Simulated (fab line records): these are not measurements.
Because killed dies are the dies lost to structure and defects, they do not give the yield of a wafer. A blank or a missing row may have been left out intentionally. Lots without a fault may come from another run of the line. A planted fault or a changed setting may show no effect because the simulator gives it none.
One fault through the eyes of 2 desks | flow gf180mcu | each desk holds nothing but its own numbers, with what lay behind them at the end

== THE TOOL OWNER'S DESK: implanter-04 ==
The tool's own readings at GF_PSD_IMPLANT_09, given as means over the sampled wafers that have a number, one for each lot that went through this tool. If a lot's mean is further than 4 standard deviations from the usual mean, the lot is out of limits and carries the mark OUT (the distance appears in the brackets).
Columns: A = dose-ions-cm2 at GF_PSD_IMPLANT_09, usual 1.5e+15; B = end-station-pressure-torr at GF_PSD_IMPLANT_09, usual 1.18e-05 Torr; C = faraday-current-uA at GF_PSD_IMPLANT_09, usual 8263
lot  | first seen here | A                         | B        | C
L901 | day 15 13:40    | 1.5e+15                   | 1.20e-05 | 8257
L903 | day 16 06:02    | 1.8e+15 (+99 or more) OUT | 1.30e-05 | 9889 (+9.6) OUT
L906 | day 17 08:10    | 1.8e+15 (+99 or more) OUT | 1.38e-05 | 10200 (+11) OUT
L907 | day 17 13:25    | 1.8e+15 (+99 or more) OUT | 1.32e-05 | 9923 (+9.8) OUT
L913 | day 19 20:32    | 1.5e+15                   | 1.14e-05 | 8196
L914 | day 20 04:42    | 1.5e+15                   | 1.18e-05 | 8188
L920 | day 22 03:56    | 1.5e+15                   | 1.13e-05 | 8169
Finding of this desk: L903, L906, L907 out of limits; the first was L903 at day 16 06:02, on dose-ions-cm2 at GF_PSD_IMPLANT_09. In limits: L901, L913, L914, L920.

== METROLOGY DESK ==
Lot by lot, what the gauges showed, no matter which tool ran the lot: averages of those sampled wafers that carry a number. If a lot's mean is further than 4 standard deviations from the usual mean, the lot is out of limits and carries the mark OUT (the distance appears in the brackets).
Columns: A = NSD_OVL at GF_NSD_OVL_MEAS_08, usual -1.5 nm; B = PSD_TW at GF_PSD_TW_MEAS_11, usual 3188; C = PSD_RS at GF_PSD_RS_MEAS_15, usual 108.5 ohm/sq; D = cd-nm at GF_SAB_CD_MEAS_09, usual 420.5 nm
lot  | first seen here | A    | B               | C                | D
L901 | day 14 15:46    | -0.7 | 3201            | 108.5            | 421.8
L903 | day 15 07:44    | -2.3 | 3338 (+6.8) OUT | 105.3 (-9.8) OUT | 418.0
L906 | day 16 08:52    | -1.0 | 3324 (+6.2) OUT | 104.8 (-11) OUT  | 418.6
L907 | day 16 14:04    | -2.1 | 3315 (+5.8) OUT | 105.0 (-11) OUT  | 418.4
L908 | day 17 00:19    | -1.8 | 3201            | 108.1            | 422.0
L913 | day 18 19:49    | -1.8 | 3173            | 108.1            | 421.9
L914 | day 19 04:13    | -0.5 | 3168            | 108.7            | 423.5
L916 | day 19 20:25    | -1.4 | 3179            | 108.8            | 423.3
L917 | day 20 10:28    | -0.4 | 3168            | 108.6            | 420.7
L919 | day 20 19:52    | -2.5 | 3178            | 107.9            | 418.1
L920 | day 21 03:59    | -1.9 | 3201            | 108.6            | 416.7
Per this desk, out of limits: L903, L906, L907; the first was L903, day 16 06:14 (PSD_TW at GF_PSD_TW_MEAS_11). In limits: L901, L908, L913, L914, L916, L917, L919, L920.

== ALL TOGETHER ==
At day 16 06:02, on L903, L906, L907, the tool owner's desk was in a position to raise an alarm.
An alarm was possible from the metrology desk at day 16 06:14, on L903, L906, L907.
GF_PSD_IMPLANT_09 was run on implanter-04 by each of the lots named.

== WHAT THE SIMULATOR PUT IN ==
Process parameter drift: implanter-04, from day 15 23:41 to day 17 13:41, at GF_PSD_IMPLANT_09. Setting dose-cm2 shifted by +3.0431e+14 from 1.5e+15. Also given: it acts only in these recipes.
Lots struck among those shown: L903, L906, L907.
Time in hours from fault onset to the first out-of-limits reading at each desk: tool owner's desk 6, metrology desk 7.
